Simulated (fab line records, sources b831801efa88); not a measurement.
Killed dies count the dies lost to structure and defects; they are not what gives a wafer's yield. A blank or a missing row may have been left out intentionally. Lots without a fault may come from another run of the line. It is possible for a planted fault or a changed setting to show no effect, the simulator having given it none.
What tool caused it? / flow gf180mcu / 13 lots, 39 wafers sampled, at 5 steps of a route of 602

== WHAT EACH GAUGE READ, for each wafer ==
GF_HV_LDD_OVL_MEAS_20.
lot=L343; measured=day 11 06:22; on=overlay-01; HV_LDD_01_OVL (nm)=-1.5 -1.5 -0.5
lot=L345; measured=day 11 19:52; on=overlay-02; HV_LDD_01_OVL (nm)=-1.6 0.1 -0.7
lot=L346; measured=day 12 07:02; on=overlay-01; HV_LDD_01_OVL (nm)=-2.3 -0.5 -2.0
lot=L351; measured=day 13 12:31; on=overlay-02; HV_LDD_01_OVL (nm)=-2.6 -3.5 -4.1
lot=L352; measured=day 14 01:09; on=overlay-01; HV_LDD_01_OVL (nm)=-1.0 -1.6 -0.3
lot=L353; measured=day 14 14:15; on=overlay-02; HV_LDD_01_OVL (nm)=-2.1 -2.0 -2.8
lot=L354; measured=day 14 14:34; on=overlay-02; HV_LDD_01_OVL (nm)=-3.3 -3.6 -3.6
lot=L359; measured=day 16 08:27; on=overlay-01; HV_LDD_01_OVL (nm)=-0.5 -0.2 -2.6
lot=L361; measured=day 16 19:44; on=overlay-01; HV_LDD_01_OVL (nm)=-3.1 -1.5 -2.0
lot=L362; measured=day 17 03:38; on=overlay-01; HV_LDD_01_OVL (nm)=1.1 -0.2 -0.5
lot=L363; measured=day 17 11:38; on=overlay-02; HV_LDD_01_OVL (nm)=-2.3 0.3 -0.5
lot=L364; measured=day 17 21:42; on=overlay-01; HV_LDD_01_OVL (nm)=1.3 -0.8 -0.3
lot=L365; measured=day 18 04:19; on=overlay-01; HV_LDD_01_OVL (nm)=1.4 -0.3 0.8

GF_PSD_TW_MEAS_11.
lot=L343; measured=day 14 17:35; on=film-metro-03; PSD_TW=3143 3170 3165
lot=L345; measured=day 15 08:06; on=film-metro-02; PSD_TW=3160 3149 3151
lot=L346; measured=day 15 22:04; on=film-metro-02; PSD_TW=3153 3137 3164
lot=L351; measured=day 17 06:53; on=film-metro-02; PSD_TW=3149 3160 3139
lot=L352; measured=day 17 22:04; on=film-metro-03; PSD_TW=3176 3178 3174
lot=L353; measured=day 18 13:05; on=film-metro-02; PSD_TW=3157 3178 3179
lot=L354; measured=day 18 14:04; on=film-metro-03; PSD_TW=3148 3147 3160
lot=L359; measured=day 20 11:56; on=film-metro-03; PSD_TW=3183 3183 3185
lot=L361; measured=day 20 23:35; on=film-metro-03; PSD_TW=3193 3179 3180
lot=L362; measured=day 21 09:22; on=film-metro-03; PSD_TW=3145 3162 3152
lot=L363; measured=day 21 15:58; on=film-metro-02; PSD_TW=3136 3143 3156
lot=L364; measured=day 22 04:10; on=film-metro-03; PSD_TW=3168 3184 3191
lot=L365; measured=day 22 10:41; on=film-metro-03; PSD_TW=3171 3181 3187

GF_PSD_RS_MEAS_14: measurement is done with a four-point probe.
lot=L343; measured=day 14 17:47; on=film-metro-04; NSD_RS (ohm/sq)=46.04 46.05 46.09
lot=L345; measured=day 15 08:19; on=film-metro-04; NSD_RS (ohm/sq)=46.10 46.17 46.06
lot=L346; measured=day 15 22:17; on=film-metro-03; NSD_RS (ohm/sq)=46.11 46.18 46.16
lot=L351; measured=day 17 07:05; on=film-metro-02; NSD_RS (ohm/sq)=44.73 44.82 44.79 44.74 44.65 44.74
lot=L352; measured=day 17 22:15; on=film-metro-04; NSD_RS (ohm/sq)=44.63 44.59 44.59 44.69 44.64 44.55
lot=L353; measured=day 18 13:17; on=film-metro-03; NSD_RS (ohm/sq)=46.29 46.12 46.09
lot=L354; measured=day 18 14:16; on=film-metro-04; NSD_RS (ohm/sq)=46.12 46.16 46.18
lot=L359; measured=day 20 12:08; on=film-metro-03; NSD_RS (ohm/sq)=46.16 46.07 46.02
lot=L361; measured=day 20 23:47; on=film-metro-03; NSD_RS (ohm/sq)=46.19 46.19 46.18
lot=L362; measured=day 21 09:35; on=film-metro-02; NSD_RS (ohm/sq)=46.12 46.15 46.20
lot=L363; measured=day 21 16:11; on=film-metro-03; NSD_RS (ohm/sq)=46.24 46.19 46.24
lot=L364; measured=day 22 04:26; on=film-metro-04; NSD_RS (ohm/sq)=46.07 46.03 46.08
lot=L365; measured=day 22 11:08; on=film-metro-03; NSD_RS (ohm/sq)=46.20 46.12 46.21

GF_PSD_RS_MEAS_15: measurement is done with a four-point probe.
lot=L343; measured=day 14 17:54; on=film-metro-04; PSD_RS (ohm/sq)=108.2 107.8 108.3
lot=L345; measured=day 15 08:26; on=film-metro-04; PSD_RS (ohm/sq)=108.5 108.4 108.9
lot=L346; measured=day 15 22:25; on=film-metro-03; PSD_RS (ohm/sq)=108.4 108.5 108.7
lot=L351; measured=day 17 09:31; on=film-metro-02; PSD_RS (ohm/sq)=103.8 103.8 104.2 103.8 104.1 103.8
lot=L352; measured=day 18 02:37; on=film-metro-04; PSD_RS (ohm/sq)=103.3 103.0 103.4 103.2 103.1 103.4
lot=L353; measured=day 18 13:24; on=film-metro-03; PSD_RS (ohm/sq)=108.6 108.4 108.2
lot=L354; measured=day 18 14:23; on=film-metro-04; PSD_RS (ohm/sq)=108.6 108.8 108.8
lot=L359; measured=day 20 12:16; on=film-metro-03; PSD_RS (ohm/sq)=108.3 108.4 108.2
lot=L361; measured=day 20 23:55; on=film-metro-03; PSD_RS (ohm/sq)=108.4 108.6 108.3
lot=L362; measured=day 21 09:42; on=film-metro-02; PSD_RS (ohm/sq)=108.5 108.5 109.2
lot=L363; measured=day 21 16:18; on=film-metro-03; PSD_RS (ohm/sq)=109.0 109.1 108.7
lot=L364; measured=day 22 04:33; on=film-metro-04; PSD_RS (ohm/sq)=108.1 108.1 108.4
lot=L365; measured=day 22 11:16; on=film-metro-03; PSD_RS (ohm/sq)=108.8 109.0 108.5

== WHICH TOOL RAN EACH LOT (tool, then ch and the chambers of the sampled wafers, then the start) ==
lot=L343; GF_PSD_RTA_13=rtp-anneal-01 ch 0, day 14 17:41
lot=L345; GF_PSD_RTA_13=rtp-anneal-02 ch 0, day 15 08:13
lot=L346; GF_PSD_RTA_13=rtp-anneal-02 ch 0, day 15 22:11
lot=L351; GF_PSD_RTA_13=rtp-anneal-02 ch 0, day 17 07:00
lot=L352; GF_PSD_RTA_13=rtp-anneal-02 ch 0, day 17 22:10
lot=L353; GF_PSD_RTA_13=rtp-anneal-01 ch 0, day 18 13:12
lot=L354; GF_PSD_RTA_13=rtp-anneal-01 ch 0, day 18 14:11
lot=L359; GF_PSD_RTA_13=rtp-anneal-01 ch 0, day 20 12:04
lot=L361; GF_PSD_RTA_13=rtp-anneal-01 ch 0, day 20 23:42
lot=L362; GF_PSD_RTA_13=rtp-anneal-02 ch 0, day 21 09:29
lot=L363; GF_PSD_RTA_13=rtp-anneal-02 ch 0, day 21 16:05
lot=L364; GF_PSD_RTA_13=rtp-anneal-01 ch 0, day 22 04:16
lot=L365; GF_PSD_RTA_13=rtp-anneal-01 ch 0, day 22 10:51
- GF_PSD_RTA_13: time 20 s.

== WHAT THE TOOLS THEMSELVES READ (means of the sampled wafers that have a number; where no wafer has one, the mark that the record gives instead) ==
GF_PSD_RTA_13.
lot=L343; tool=rtp-anneal-01; lamp-power-pct (%)=34.1; wafer_temp_C_max=1029.9
lot=L345; tool=rtp-anneal-02; lamp-power-pct (%)=30.9; wafer_temp_C_max=1031.0
lot=L346; tool=rtp-anneal-02; lamp-power-pct (%)=30.9; wafer_temp_C_max=1030.1
lot=L351; tool=rtp-anneal-02; lamp-power-pct (%)=31.8; wafer_temp_C_max=1041.9
lot=L352; tool=rtp-anneal-02; lamp-power-pct (%)=31.8; wafer_temp_C_max=1040.5
lot=L353; tool=rtp-anneal-01; lamp-power-pct (%)=34.1; wafer_temp_C_max=1029.1
lot=L354; tool=rtp-anneal-01; lamp-power-pct (%)=34.2; wafer_temp_C_max=1028.9
lot=L359; tool=rtp-anneal-01; lamp-power-pct (%)=34.2; wafer_temp_C_max=1028.7
lot=L361; tool=rtp-anneal-01; lamp-power-pct (%)=34.1; wafer_temp_C_max=1029.8
lot=L362; tool=rtp-anneal-02; lamp-power-pct (%)=30.9; wafer_temp_C_max=1032.8
lot=L363; tool=rtp-anneal-02; lamp-power-pct (%)=30.9; wafer_temp_C_max=1031.3
lot=L364; tool=rtp-anneal-01; lamp-power-pct (%)=34.1; wafer_temp_C_max=1028.8
lot=L365; tool=rtp-anneal-01; lamp-power-pct (%)=34.2; wafer_temp_C_max=1029.2

== THE ANSWER, worked out from the rows above alone ==
Rule: what is usual is taken from the lots themselves. Put in order of their means at a reading, lots are off if they are a third of the lots or fewer, leave a main group of 4 or more, and stand apart from it by a gap of 3 or more times the standard deviation of the main group's means; of several such gaps the widest counts. A main group is skipped when, at the precision printed for the reading in the tables above, its means are all equal. Also off: a lot with no number at a reading for which 4 or more lots have one. Any other lot the step has rows for is counted as sound. Order of review: gauges by route order, followed by the tools' own readings, for which a lot's mean as printed above is used. At the first step where some lot is off, the reading lying furthest off is the one used; lots without a number count as furthest.
Off: L351, L352, at GF_PSD_RS_MEAS_14 (NSD_RS). The main group: mean 46.14 ohm/sq, standard deviation 0.051.
If a tool, at a process step before that reading, ran all the lots that are off and no sound lot after the first of them, it fits. The gauges at GF_PSD_RS_MEAS_14 aren't tried: what is off there is off at GF_PSD_RTA_13 too, on other tools, and a gauge's error can't cause that. None of those tried fits.

== WHAT THE SIMULATOR PUT IN ==
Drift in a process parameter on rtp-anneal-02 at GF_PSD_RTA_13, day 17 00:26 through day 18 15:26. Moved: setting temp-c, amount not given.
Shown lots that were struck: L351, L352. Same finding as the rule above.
